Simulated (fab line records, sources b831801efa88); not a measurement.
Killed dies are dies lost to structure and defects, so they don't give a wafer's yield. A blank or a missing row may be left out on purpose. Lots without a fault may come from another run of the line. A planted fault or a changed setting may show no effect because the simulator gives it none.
A struck lot beside a sound one | flow sky130 | 17 steps out of a route of 708
Sound: wafers L811.1, L811.4, L811.6. Struck: wafers L819.2, L819.3, L819.6. The cause comes at the end.
At each step with rows: each side's tool, then ch and its chambers, then its first start. Under that, the readings that differ: sound wafers | struck wafers | difference of the means | sigmas: that difference in standard deviations of wafers without a fault.
alike: readings whose means differ by less than 2 such deviations, and words and numbers that are the same on both sides. not compared: withheld readings, readings that some wafer has no value for, bounds like >300 that may hide the same value, and numbers for which the record gives no deviation and whose values overlap.
The two part at a step that has a row with sigmas, a row that says differs or no value, or rows on one side only. Numbers that don't overlap but have no deviation are shown without sigmas and don't part them. A reading that every wafer of one side lacks parts them only if that side has two wafers or more.

first, 3 steps without rows for these wafers: SKY_LI_CONTACT_EXPOSE_09 (exposes mask LICM1, target cd 170 nm); SKY_LI_CONTACT_PEB_10; SKY_LI_CONTACT_DEVELOP_11 (develop time 60 s).
SKY_LI_CONTACT_CD_MEAS_12: target cd 170 nm.
  sound on cd_sem-01, day 32 06:41; struck on cd_sem-02, day 35 02:36
  alike: cd_nm
SKY_LI_CONTACT_OVL_MEAS_13:
  sound on overlay-01, day 32 06:48; struck on overlay-02, day 35 02:42
  alike: LI_CONTACT_OVL
SKY_LI_CONTACT_ETCH_14: etches BARC in N2/H2, stops on SiO2, time 45.9 s, target depth 60 nm.
  sound on rie_diel-03 ch 0,2,3, day 32 06:50; struck on rie_diel-01 ch 0,1, day 35 02:44
  alike: drypump_motor_current_A, oes_product_au, throttle_valve_pct
  not compared: rf_hours_counter_h
SKY_LI_CONTACT_ETCH_15: etches PSG in C4F8/O2/Ar, stops on Si, target depth 600 nm.
  sound on rie_diel-03 ch 0,2,3, day 32 06:52; struck on rie_diel-01 ch 0,1, day 35 02:46
  alike: oes_product_au
SKY_LI_CONTACT_STRIP_16: strips in O2/N2.
  sound on plasma_asher-03 ch 0,1, day 32 06:58; struck on plasma_asher-03 ch 1, day 35 02:52
  alike: drypump_motor_current_A, oes_product_au, strip_time_to_endpoint_s
  not compared: rf_hours_counter_h
then, 2 steps without rows for these wafers: SKY_LI_CONTACT_CLEAN_17 (cleans in NMP, time 600 s); SKY_LI_CONTACT_PRE_CLEAN_18 (time 5.6 s).
SKY_LI_CONTACT_SPUTTER_19: material Ti, target thk 20 nm, time 106.37 s.
  sound on pvd_sputter-04, day 32 07:16; struck on pvd_sputter-04, day 35 03:10
  alike: throttle_valve_pct
then, 1 step without rows for these wafers: SKY_LI_CONTACT_SPUTTER_20 (material TiN, target thk 20 nm, time 80 s).
SKY_LI_CONTACT_CVD_21: deposits W, target thk 400 nm, time 120.56 s.
  sound on cvd_w-01 ch 1, day 32 07:25; struck on cvd_w-02 ch 0, day 35 03:17
  reading                                  | sound             | struck            | difference | sigmas
  chamber_pressure_Torr (Torr)             | 39.85 39.94 39.86 | 36.00 35.94 36.17 | -3.85      | -41
  model.W_of_LI_CONTACT_CVD_21.thk_nm (nm) | 420.3 423.3 420.4 | 371.4 375.4 373.3 | -48.0      |
  alike: heater_power_w
SKY_LI_CONTACT_RS_MEAS_22: measures by four-point-probe.
  sound on film_metro-04, day 32 07:32; struck on film_metro-04, day 35 03:43
  reading                  | sound             | struck            | difference | sigmas
  LI_CONTACT_W_RS (ohm/sq) | 0.271 0.269 0.271 | 0.306 0.303 0.305 | +0.034     | +6
  not compared: hold
SKY_LI_CONTACT_THK_MEAS_23: measures by xrf.
  sound on film_metro-04, day 32 07:39; struck on film_metro-04, day 35 06:08
  reading               | sound       | struck      | difference | sigmas
  LI_CONTACT_W_THK (nm) | 431 431 431 | 378 382 379 | -51        | -6
  not compared: hold
SKY_LI_CONTACT_CMP_24: polishes, stops on PSG, t overpolish 20 s, target thk 0 nm.
  sound on cmp-01 ch 0,2,3, day 32 07:43; struck on cmp-02 ch 1,2, day 35 07:08
  reading | sound | struck                                                                     | difference                   | sigmas
  hold    | - - - | await_dispo/1.0h/release await_dispo/1.0h/release await_dispo/1.0h/release | no value on the sound wafers |
  alike: edge_zone_pressure_frac, motor_current_A
-- the record jumps here: 15 days lie between the struck wafers' starts before and after (it left off in module LI_CONTACT and takes up again in module PAD_OPEN, whose first step shown is number 708 of the route) --
SKY_PAD_OPEN_PROBE_99:
  sound on prober-02, day 48 01:41; struck on prober-02, day 50 00:32
  alike: killed_at_M0_to_M3, killed_at_M4_up, killed_at_contacts, killed_at_front_end, killed_at_other, killed_dies, killed_open, killed_short

WHERE THEY PART
First at SKY_LI_CONTACT_CVD_21; last, within this record, at SKY_LI_CONTACT_CMP_24. Later steps at which nothing parts them and some readings are alike: SKY_PAD_OPEN_PROBE_99.

WHY: what the simulator had put in
Process parameter drift: cvd_w-02, from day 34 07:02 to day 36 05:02, at SKY_LI_CONTACT_CVD_21. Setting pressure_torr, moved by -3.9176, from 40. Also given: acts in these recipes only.
